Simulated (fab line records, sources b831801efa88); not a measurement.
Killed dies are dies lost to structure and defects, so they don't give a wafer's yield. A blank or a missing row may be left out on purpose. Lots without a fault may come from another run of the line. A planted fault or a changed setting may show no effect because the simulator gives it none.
A struck lot beside a sound one | flow sky130 | 42 steps out of a route of 708
Sound: wafers L604.1, L604.2, L604.6. Struck: wafers L620.2, L620.4, L620.6. The cause comes at the end.
At each step with rows: each side's tool, then ch and its chambers, then its first start. Under that, the readings that differ: sound wafers | struck wafers | difference of the means | sigmas: that difference in standard deviations of wafers without a fault.
alike: readings whose means differ by less than 2 such deviations, and words and numbers that are the same on both sides. not compared: withheld readings, readings that some wafer has no value for, bounds like >300 that may hide the same value, and numbers for which the record gives no deviation and whose values overlap.
The two part at a step that has a row with sigmas, a row that says differs or no value, or rows on one side only. Numbers that don't overlap but have no deviation are shown without sigmas and don't part them. A reading that every wafer of one side lacks parts them only if that side has two wafers or more.

first, 5 steps without rows for these wafers: SKY_GATE_OXIDE_COAT_05 (resist thk 1140 nm); SKY_GATE_OXIDE_SOFTBAKE_06 (time 60 s); SKY_GATE_OXIDE_EXPOSE_07 (exposes mask LVOM, target cd 600 nm); SKY_GATE_OXIDE_PEB_08; SKY_GATE_OXIDE_DEVELOP_09 (develop time 60 s).
SKY_GATE_OXIDE_OVL_MEAS_10:
  sound on overlay-02, day 13 15:50; struck on overlay-02, day 19 12:49
  reading             | sound       | struck         | difference | sigmas
  GATE_OXIDE_OVL (nm) | 1.8 1.9 1.7 | -3.7 -2.9 -2.3 | -4.8       | -3
then, 2 steps without rows for these wafers: SKY_GATE_OXIDE_IMPLANT_11; SKY_GATE_OXIDE_WET_ETCH_12 (etches SiO2 in dHF, target depth 16.8 nm, time 336 s).
SKY_GATE_OXIDE_STRIP_13: strips in O2/N2.
  sound on plasma_asher-04 ch 0,1, day 13 16:07; struck on plasma_asher-01 ch 0,1, day 19 13:07
  reading                      | sound             | struck            | difference | sigmas
  strip_time_to_endpoint_s (s) | 14.12 14.16 14.11 | 14.17 14.21 14.24 | +0.08      | +2
  alike: drypump_motor_current_A, oes_product_au
  not compared: rf_hours_counter_h
SKY_GATE_OXIDE_TW_MEAS_14:
  sound on film_metro-01, day 13 16:13; struck on film_metro-01, day 19 13:13
  alike: GATE_OXIDE_TW
then, 2 steps without rows for these wafers: SKY_GATE_OXIDE_CLEAN_15 (cleans in SC1/SC2, time 150 s); SKY_GATE_OXIDE_OXIDATION_16 (stabilise 600 s, purge 300 s, target thk 3.57 nm).
SKY_POLY_GATE_CVD_00: deposits poly-Si, target thk 180 nm, time 720 s.
  sound on lpcvd-01 ch 1, day 13 18:38; struck on lpcvd-01 ch 1, day 19 14:52
  reading                                       | sound             | struck            | difference | sigmas
  model.poly-Si_of_POLY_GATE_CVD_00.thk_nm (nm) | 182.7 182.6 182.8 | 128.3 127.1 125.8 | -55.6      |
  alike: spike_tc_upper_C, susceptor_temp_C, zone_power_top_pct
SKY_POLY_GATE_THK_MEAS_01:
  sound on film_metro-01, day 13 19:50; struck on film_metro-04, day 19 16:04
  reading                   | sound             | struck            | difference | sigmas
  POLY_GATE_CVD_00_THK (nm) | 182.7 182.5 182.9 | 128.4 127.0 125.8 | -55.6      | -33
then, 8 steps without rows for these wafers: SKY_RES_PROTECT_DEHYDRATE_00 (time 60 s); SKY_RES_PROTECT_HMDS_01 (prime time 60 s); SKY_RES_PROTECT_COAT_02 (resist thk 1140 nm); SKY_RES_PROTECT_SOFTBAKE_03 (time 60 s); SKY_RES_PROTECT_EXPOSE_04 (exposes mask RPM, target cd 1270 nm); SKY_RES_PROTECT_PEB_05; SKY_RES_PROTECT_DEVELOP_06 (develop time 60 s); SKY_POLY_GATE_IMPLANT_02.
SKY_RES_PROTECT_STRIP_07: strips in O2/N2.
  sound on plasma_asher-03 ch 0,1, day 14 22:06; struck on plasma_asher-03 ch 0,1, day 20 22:55
  alike: drypump_motor_current_A, oes_product_au, strip_time_to_endpoint_s
  not compared: rf_hours_counter_h
SKY_RES_PROTECT_TW_MEAS_08:
  sound on film_metro-02, day 14 22:12; struck on film_metro-03, day 20 23:01
  alike: POLY_GATE_TW
SKY_RES_PROTECT_CLEAN_09: cleans in SC1/SC2, time 150 s.
  sound on wet_bench-01 ch 0, day 14 22:16; struck on wet_bench-03 ch 0, day 20 23:04
  reading                                       | sound           | struck            | difference | sigmas
  model.poly-Si_of_POLY_GATE_CVD_00.thk_nm (nm) | 182.1 182 182.2 | 127.7 126.4 125.2 | -55.7      |
then, 1 step without rows for these wafers: SKY_POLY_GATE_CVD_03 (deposits Si3N4 from DCS/NH3, target thk 75 nm, time 1290 s).
SKY_POLY_GATE_THK_MEAS_04:
  sound on film_metro-01, day 14 23:47; struck on film_metro-04, day 21 01:10
  alike: POLY_GATE_CVD_03_THK
then, 8 steps without rows for these wafers: SKY_POLY_GATE_DEHYDRATE_05 (time 60 s); SKY_POLY_GATE_HMDS_06 (prime time 60 s); SKY_POLY_GATE_COAT_07 (resist thk 110 nm); SKY_POLY_GATE_COAT_08 (resist thk 450 nm); SKY_POLY_GATE_SOFTBAKE_09 (time 90 s); SKY_POLY_GATE_EXPOSE_10 (exposes mask P1M, target cd 150 nm); SKY_POLY_GATE_PEB_11; SKY_POLY_GATE_DEVELOP_12 (develop time 60 s).
SKY_POLY_GATE_CD_MEAS_13: target cd 150 nm.
  sound on cd_sem-01, day 16 03:09; struck on cd_sem-01, day 22 08:19
  alike: cd_nm
SKY_POLY_GATE_OVL_MEAS_14:
  sound on overlay-01, day 16 03:16; struck on overlay-02, day 22 08:26
  alike: POLY_GATE_OVL
SKY_POLY_GATE_ETCH_15: etches BARC in N2/H2, stops on SiO2, time 118.5 s, target depth 110 nm.
  sound on rie_diel-04 ch 0,1,2, day 16 03:19; struck on rie_diel-03 ch 1,2, day 22 08:28
  alike: drypump_motor_current_A, oes_product_au, throttle_valve_pct
  not compared: rf_hours_counter_h
SKY_POLY_GATE_ETCH_16: etches Si3N4 in CH3F/O2, stops on poly-Si, time 147.5 s, target depth 75 nm.
  sound on rie_diel-04 ch 0,1,2, day 16 03:23; struck on rie_diel-03 ch 1,2, day 22 08:32
  alike: drypump_motor_current_A, oes_product_au, throttle_valve_pct
  not compared: rf_hours_counter_h
SKY_POLY_GATE_ETCH_17: etches poly-Si in HBr/Cl2, stops on SiO2, target depth 180 nm, time 70.5 s.
  sound on rie_si-01 ch 0,2,3, day 16 03:29; struck on rie_si-01 ch 0,2, day 22 08:38
  reading                               | sound             | struck            | difference | sigmas
  oes_product_au (a.u.)                 | 0.997 0.995 1.000 | 0.797 0.783 0.778 | -0.211     | -31
  model.etch.depth_nm (nm)              | 180 180.1 182.1   | 127.7 126.4 125.2 | -54.3      |
  model.POLY_GATE.feature_depth_nm (nm) | 180 180.1 182.1   | 127.7 126.4 125.2 | -54.3      |
  alike: drypump_motor_current_A, throttle_valve_pct
  not compared: rf_hours_counter_h
SKY_POLY_GATE_STRIP_18: strips in O2/N2.
  sound on plasma_asher-02 ch 0,1, day 16 03:32; struck on plasma_asher-02 ch 0,1, day 22 08:41
  alike: drypump_motor_current_A, oes_product_au, strip_time_to_endpoint_s
  not compared: rf_hours_counter_h
-- the record jumps here: 27 days lie between the struck wafers' starts before and after (it left off in module POLY_GATE and takes up again in module PAD_OPEN, whose first step shown is number 708 of the route) --
SKY_PAD_OPEN_PROBE_99:
  sound on prober-02, day 45 13:09; struck on prober-02, day 49 17:06
  reading                              | sound             | struck            | difference | sigmas
  model.etest.res_xhigh_po.line_ohm_um | 5658 5312 5638    | 5060 5034 5066    | -483       |
  model.etest.res_high_po.line_ohm_um  | 723.8 712.6 732   | 916.2 941.6 948.6 | +212.7     |
  model.etest.res_poly.line_ohm_um     | 498.4 492.2 499   | 679.2 678.3 682.7 | +183.5     |
  model.etest.res_xhigh_po.rs_ohm_sq   | 1978 1858 1978    | 1750 1790 1776    | -166       |
  model.etest.tip_sonos.rs_ohm_sq      | 2808 2748 2756    | 2427 2413 2408    | -355       |
  model.etest.res_high_po.rs_ohm_sq    | 255.7 249.8 256.5 | 324.4 333.2 336.4 | +77.3      |
  model.etest.licon_high_po.rc_ohm     | 347.3 332.2 343   | 314 319.7 328.9   | -20        |
  model.etest.res_poly.rs_ohm_sq       | 47.4 46.24 46.85  | 63.28 65.14 65.32 | +17.75     |
  alike: killed_at_M0_to_M3, killed_at_M4_up, killed_at_contacts, killed_at_front_end, killed_at_other, killed_dies, killed_open, killed_short

WHERE THEY PART
First at SKY_GATE_OXIDE_OVL_MEAS_10; last, within this record, at SKY_POLY_GATE_ETCH_17. Later steps at which nothing parts them and some readings are alike: SKY_POLY_GATE_STRIP_18, SKY_PAD_OPEN_PROBE_99.

WHY: what the simulator had put in
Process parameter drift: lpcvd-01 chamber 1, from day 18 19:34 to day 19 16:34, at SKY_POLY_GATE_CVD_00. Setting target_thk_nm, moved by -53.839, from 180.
